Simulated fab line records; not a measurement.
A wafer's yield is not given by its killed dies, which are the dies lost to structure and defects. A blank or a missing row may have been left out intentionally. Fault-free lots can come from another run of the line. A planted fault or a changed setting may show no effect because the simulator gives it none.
Matching of chambers | flow gf180mcu | GF_HV_LDD_ETCHBACK_58 on rie diel-01 has 4 sister chambers
The step etches Si3N4 in CH3F/O2, stops on SiO2, time 100 s, target depth 90 nm. 14 wafers are shown with their chamber, then 7 later ones without.

== EACH WAFER AND ITS CHAMBER ==
wafer  | chamber | drypump motor current A (A) | throttle valve pct (%) | oes product au (a.u.)
L472.2 | 3       | 6.1                         | 10.553                 | 0.832
L472.4 | 0       | 5.0                         | 10.569                 | 0.838
L472.6 | 3       | 6.1                         | 10.558                 | 0.844
L473.2 | 1       | 5.7                         | 10.556                 | 0.849
L473.3 | 2       | 5.1                         | 10.564                 | 0.846
L473.6 | 3       | 6.1                         | 10.565                 | 0.848
L486.1 | 3       | 6.1                         | 10.557                 | 0.841
L486.3 | 2       | 5.1                         | 10.539                 | 0.838
L486.4 | 1       | 5.7                         | 10.560                 | 0.847
L488.3 | 3       | 6.1                         | 10.544                 | 0.844
L488.4 | 0       | 5.0                         | 10.575                 | 0.845
L488.6 | 1       | 5.8                         | 10.548                 | 0.846
L490.1 | 3       | 6.1                         | 10.569                 | 0.843
L490.2 | 2       | 5.0                         | 10.559                 | 0.847

SIGNATURES, as means of the wafers listed above
reading                 | chamber 0 | chamber 1 | chamber 2 | chamber 3 | scatter within a chamber
drypump motor current A | 5.000     | 5.733     | 5.067     | 6.100     | 0.0365
throttle valve pct      | 10.57200  | 10.55467  | 10.55400  | 10.55767  | 0.00913
oes product au          | 0.84150   | 0.84733   | 0.84367   | 0.84200   | 0.00473
Rule: a wafer's distance from a chamber is the root of the sum, over the readings, of the square of ((its reading less the chamber's mean) divided by the reading's scatter). If the next closest chamber is less than 2 further off than the closest, the wafer can't be placed; otherwise it belongs to the closest. The scatter is the square root of a quotient: the sum, over the shown wafers, of each reading's squared deviation from its chamber's mean, divided by wafers minus chambers.

== WAFERS WITHOUT THEIR CHAMBER ==
wafer  | drypump motor current A (A) | throttle valve pct (%) | oes product au (a.u.)
L490.4 | 5.8                         | 10.566                 | 0.850
L492.1 | 5.1                         | 10.557                 | 0.850
L492.3 | 5.0                         | 10.561                 | 0.849
L492.6 | 5.0                         | 10.569                 | 0.845
L493.1 | 6.1                         | 10.574                 | 0.845
L493.2 | 5.1                         | 10.560                 | 0.842
L493.3 | 5.0                         | 10.576                 | 0.839

== THE CHAMBER EACH PASSED THROUGH ==
wafer  | from the rows above     | in truth
L490.4 | 1                       | 1
L492.1 | 2                       | 2
L492.3 | can't be placed: 0 or 2 | 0
L492.6 | can't be placed: 0 or 2 | 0
L493.1 | 3                       | 3
L493.2 | can't be placed: 2 or 0 | 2
L493.3 | 0                       | 0
Correct placement for 4 of the 7. Unplaceable from these rows: 3, with the true chamber sitting among the candidates in 3. Wrongly placed: 0.
